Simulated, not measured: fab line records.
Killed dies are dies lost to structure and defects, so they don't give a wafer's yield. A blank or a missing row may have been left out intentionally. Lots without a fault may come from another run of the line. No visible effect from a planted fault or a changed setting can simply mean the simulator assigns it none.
Comparing a struck lot with a sound one | flow sky130 | 25 steps out of a route of 708
Sound: wafers L414.2, L414.3, L414.6. Wafers struck: L417.2, L417.4, L417.6. Last of all comes the cause.
For every step that has rows: the tool of each side, followed by ch and its chambers, followed by its first start. Under that, the readings that differ: sound wafers | struck wafers | difference of the means | sigmas: that difference in standard deviations of wafers without a fault.
alike: words and numbers the same on both sides, and readings whose means are apart by under 2 such deviations; not compared: readings that were withheld, readings missing a value for some wafer, numbers with overlapping values and no deviation given by the record, and bounds like >300 which may hide the same value.
Wherever a step has rows on one side only, a row that says differs or no value, or a row with sigmas, the two part there. Non-overlapping numbers with no deviation appear without sigmas and do not part them. A reading missing from all wafers of one side parts the sides only when that side holds two or more wafers.

first, 2 steps without rows for these wafers: SKY_VIA3_SPUTTER_20 (material TiN, target thk 20 nm, time 80 s); SKY_VIA3_CVD_21 (deposits W, target thk 390 nm, time 117.31 s).
SKY_VIA3_RS_MEAS_22: measurement is done with a four-point probe.
  sound: film_metro-03 at day 41 18:26; struck: film_metro-02 at day 42 14:28
  alike: VIA3_W_RS
SKY_VIA3_THK_MEAS_23: measures by xrf.
  sound: film_metro-03 at day 41 18:32; struck: film_metro-02 at day 42 14:34
  alike: VIA3_W_THK
SKY_VIA3_CMP_24: polishes, stops on SiO2, t overpolish 20 s, target thk 0 nm.
  sound on cmp-01 ch 1,3, day 41 18:35; struck on cmp-01 ch 0,1, day 42 14:40
  alike: motor_current_A, overpolish_run_s, time_to_endpoint_s
then, 2 steps without rows for these wafers: SKY_METAL4_SPUTTER_00 (material Ti, target thk 15 nm, time 10 s); SKY_METAL4_SPUTTER_01 (material TiN, target thk 20 nm, time 16.7 s).
SKY_METAL4_SPUTTER_02: material AlCu, target thk 735 nm, time 39.1 s.
  sound: pvd_sputter-02 at day 41 18:56; struck: pvd_sputter-02 at day 42 14:58
  alike: cathode_dc_power_W, chamber_pressure_pa, throttle_valve_pct
then, 1 step without rows for these wafers: SKY_METAL4_SPUTTER_03 (material Ti, target thk 5 nm, time 3.3 s).
SKY_METAL4_SPUTTER_04: material TiN, target thk 70 nm, time 58.3 s.
  sound: pvd_sputter-02 at day 41 19:01; struck: pvd_sputter-02 at day 42 15:01
  alike: cathode_dc_power_W, chamber_pressure_pa, throttle_valve_pct
SKY_CAP2M_CVD_00: deposits SiO2, target thk 15.5 nm.
  sound on pecvd-04 ch 0,2, day 41 19:04; struck on pecvd-02 ch 0,1,2, day 42 15:04
  alike: heater_power_w, susceptor_temp_C
SKY_CAP2M_THK_MEAS_01:
  sound: film_metro-01 at day 41 19:05; struck: film_metro-04 at day 42 15:06
  alike: CAP2M_CVD_00_THK
SKY_CAP2M_SPUTTER_02: material TiN, target thk 200 nm, time 166.7 s.
  sound: pvd_sputter-03 at day 41 19:08; struck: pvd_sputter-03 at day 42 15:09
  no value came back on the struck wafers for cathode_dc_power_W (W), chamber_pressure_pa (Pa), susceptor_temp_C (C), throttle_valve_pct (%); on the sound wafers cathode_dc_power_W (W) reads 6499.4 6500.8 6501.9
SKY_CAP2M_RS_MEAS_03: measurement is done with a four-point probe.
  sound: film_metro-02 at day 41 19:16; struck: film_metro-04 at day 42 15:17
  reading               | sound          | struck | difference                    | sigmas
  CAP2M_TIN_RS (ohm/sq) | 6.87 6.94 6.90 | - - -  | no value on the struck wafers |
SKY_CAP2M_THK_MEAS_04: measures by xrf.
  sound: film_metro-02 at day 41 19:23; struck: film_metro-04 at day 42 15:23
  reading            | sound             | struck         | difference | sigmas
  CAP2M_TIN_THK (nm) | 203.3 202.6 203.1 | <0.0 <0.0 <0.0 | differs    |
then, 7 steps without rows for these wafers: SKY_CAP2M_DEHYDRATE_05 (time 60 s); SKY_CAP2M_HMDS_06 (prime time 60 s); SKY_CAP2M_COAT_07 (resist thk 1140 nm); SKY_CAP2M_SOFTBAKE_08 (time 60 s); SKY_CAP2M_EXPOSE_09 (exposes mask CAP2M, target cd 1000 nm); SKY_CAP2M_PEB_10; SKY_CAP2M_DEVELOP_11 (develop time 60 s).
SKY_CAP2M_OVL_MEAS_12:
  sound: overlay-02 at day 42 18:11; struck: overlay-02 at day 43 13:42
  alike: CAP2M_OVL
SKY_CAP2M_METAL_ETCH_13: etches TiN in Cl2/BCl3, stops on SiO2, target depth 220 nm, time 62.9 s.
  sound on rie_metal-02 ch 0,1, day 42 18:13; struck on rie_metal-03 ch 0,1, day 43 13:44
  reading                | sound                | struck               | difference | sigmas
  oes_product_au (a.u.)  | 0.950 0.935 0.945    | 0.374 0.371 0.369    | -0.572     | -87
  throttle_valve_pct (%) | 21.906 21.896 21.892 | 22.271 22.257 22.258 | +0.364     | +44
  alike: bcl3_flow_sccm, drypump_motor_current_A
  not compared: rf_hours_counter_h
SKY_CAP2M_STRIP_14: strips in O2/N2.
  sound on plasma_asher-03 ch 0, day 42 18:17; struck on plasma_asher-03 ch 1, day 43 13:49
  alike: drypump_motor_current_A, oes_product_au, strip_time_to_endpoint_s
  not compared: rf_hours_counter_h

## WHERE THEY PART
Earliest at SKY_CAP2M_SPUTTER_02; latest, in this record, at SKY_CAP2M_METAL_ETCH_13. Later steps at which nothing parts them and some readings are alike: SKY_CAP2M_STRIP_14.

WHY: what had been put in by the simulator
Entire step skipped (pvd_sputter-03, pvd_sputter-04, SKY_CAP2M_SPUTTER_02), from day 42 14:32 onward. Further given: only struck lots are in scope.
